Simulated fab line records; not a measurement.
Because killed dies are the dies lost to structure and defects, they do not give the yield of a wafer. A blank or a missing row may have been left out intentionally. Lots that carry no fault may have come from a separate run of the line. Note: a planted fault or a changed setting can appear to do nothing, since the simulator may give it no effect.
A lot that was struck, set against a sound lot ; flow sfqLine ; 21 steps out of a route of 325
Sound: wafers L377.1, L377.2, L377.3. Struck: wafer L388.1 (left out: L388.3, L388.4 of the same lot, which were not struck); the cause appears at the end.
Order at every step that has rows: each side's tool, ch and its chambers, its first start. Under that, the readings that differ: sound wafers ; struck wafers ; difference of the means ; sigmas: that difference in standard deviations of wafers without a fault.
alike: readings with means less than 2 such deviations apart, plus words and numbers identical on both sides. not compared: withheld readings, readings lacking a value on some wafer, bounds such as >300 that could conceal the same value, and numbers that have no deviation in the record and whose values overlap.
The two part at a step that has a row with sigmas, a row that says differs or no value, or rows on one side only. Non-overlapping numbers with no deviation appear without sigmas and do not part them. Lack of a reading on every wafer of one side parts them only where that side has two or more wafers.

first, 3 steps without rows for these wafers: SFQ_TRILAYER_M1_LITHO_EXPOSE_040 (exposes mask M1, target cd 500 nm); SFQ_TRILAYER_M1_LITHO_PEB_042 (peb time 60 s); SFQ_TRILAYER_M1_LITHO_DEVELOP_041 (time 60 s).
SFQ_M1_OVL_MEAS_911:
  sound on overlay-01 at day 17 08:05; struck on overlay-02 at day 28 19:24
  alike: M1_OVL
SFQ_TRILAYER_M1_BARC_OPEN_METAL_ETCH_054: etches BARC in O2, target depth 125 nm, time 41.7 s.
  sound on rieMetal-03 ch 0,1, day 17 08:07; struck on rieMetal-03 ch 0, day 28 19:26
  alike: drypumpMotorCurrentA, oesProductAu
  not compared: rfHoursCounterH
SFQ_TRILAYER_M1_ETCH_METAL_ETCH_042: etches Nb in Cl2/Ar, stops on SiO2, target depth 240 nm, time 120 s.
  sound on rieMetal-03 ch 0,1, day 17 08:11; struck on rieMetal-03 ch 0, day 28 19:29
reading;sound;struck;difference;sigmas
oesProductAu (a.u.);0.885 0.884 0.883;0.900;+0.016;+2
  alike: drypumpMotorCurrentA
  not compared: rfHoursCounterH
SFQ_TRILAYER_M1_STRIP_STRIP_043: strips in O2.
  sound on rieMetal-03 ch 0,1, day 17 08:19; struck on rieMetal-03 ch 0, day 28 19:37
  alike: drypumpMotorCurrentA, oesProductAu
  not compared: rfHoursCounterH
then, 1 step without rows for these wafers: SFQ_TRILAYER_M1_STRIP_SOLV_CLEAN_044 (cleans in NMP, time 600 s).
SFQ_TRILAYER_I1_DEP_PECVD_045: deposits SiO2 from SiH4/N2O, time 111.11 s, target thk 500 nm.
  sound on pecvd-01 ch 0,1, day 17 09:05; struck on pecvd-02 ch 2, day 28 20:25
  alike: heaterPowerW, showerheadVppV, throttleValvePct
then, 1 step without rows for these wafers: SFQ_TRILAYER_I1_CMP_CMP_046 (polishes SiO2).
SFQ_I1_BOW_MEAS_912:
  sound on filmMetro-01 at day 17 12:12; struck on filmMetro-01 at day 29 00:04
  alike: I1_BOW
after that, 1 step had no rows for these wafers: SFQ_TRILAYER_I1_METRO_MEASURE_047.
SFQ_TRILAYER_I1_VIA_LITHO_COAT_054: resist thk 62 nm.
  sound on lithoTrack-01 ch 0, day 17 13:31; struck on lithoTrack-03 ch 0, day 29 01:23
reading;sound;struck;difference;sigmas
model.BARC_of_TRILAYER_I1_VIA_LITHO_COAT_054.thkNm (nm);61.83 61.96 61.88;63.94;+2.05;
  alike: exhaustPa, spinSpeedRpm
then, 5 steps without rows for these wafers: SFQ_TRILAYER_I1_VIA_LITHO_COAT_049 (resist thk 650 nm); SFQ_TRILAYER_I1_VIA_LITHO_SOFTBAKE_053; SFQ_TRILAYER_I1_VIA_LITHO_EXPOSE_050 (exposes mask I1, target cd 500 nm); SFQ_TRILAYER_I1_VIA_LITHO_PEB_052 (peb time 60 s); SFQ_TRILAYER_I1_VIA_LITHO_DEVELOP_051 (time 60 s).
-- the record jumps here: 6 days lie between the struck wafers' starts before and after --
SFQ_I1_OVL_MEAS_913:
  sound on overlay-02 at day 24 06:16; struck on overlay-02 at day 35 03:07
  alike: I1_OVL
SFQ_TRILAYER_I1_VIA_BARC_OPEN_VIA_ETCH_071: etches BARC in O2, target depth 125 nm, time 41.7 s.
  sound on rieDiel-01 ch 1,2,3, day 24 06:19; struck on rieDiel-04 ch 2, day 35 03:09
reading;sound;struck;difference;sigmas
oesProductAu (a.u.);0.680 0.685 0.682;0.702;+0.020;+4
model.etch.depthNm (nm);61.83 61.96 61.88;63.94;+2.05;
  alike: drypumpMotorCurrentA
  not compared: rfHoursCounterH
SFQ_TRILAYER_I1_VIA_ETCH_VIA_ETCH_052: etches SiO2 in CHF3, stops on Nb, target depth 260 nm.
  sound on rieDiel-01 ch 1,2,3, day 24 06:21; struck on rieDiel-04 ch 2, day 35 03:11
  alike: drypumpMotorCurrentA, oesProductAu

## WHERE THEY PART
First at SFQ_TRILAYER_M1_ETCH_METAL_ETCH_042; last, within this record, at SFQ_TRILAYER_I1_VIA_BARC_OPEN_VIA_ETCH_071. Later steps at which nothing parts them and some readings are alike: SFQ_TRILAYER_I1_VIA_ETCH_VIA_ETCH_052.

WHY: the cause the simulator had injected
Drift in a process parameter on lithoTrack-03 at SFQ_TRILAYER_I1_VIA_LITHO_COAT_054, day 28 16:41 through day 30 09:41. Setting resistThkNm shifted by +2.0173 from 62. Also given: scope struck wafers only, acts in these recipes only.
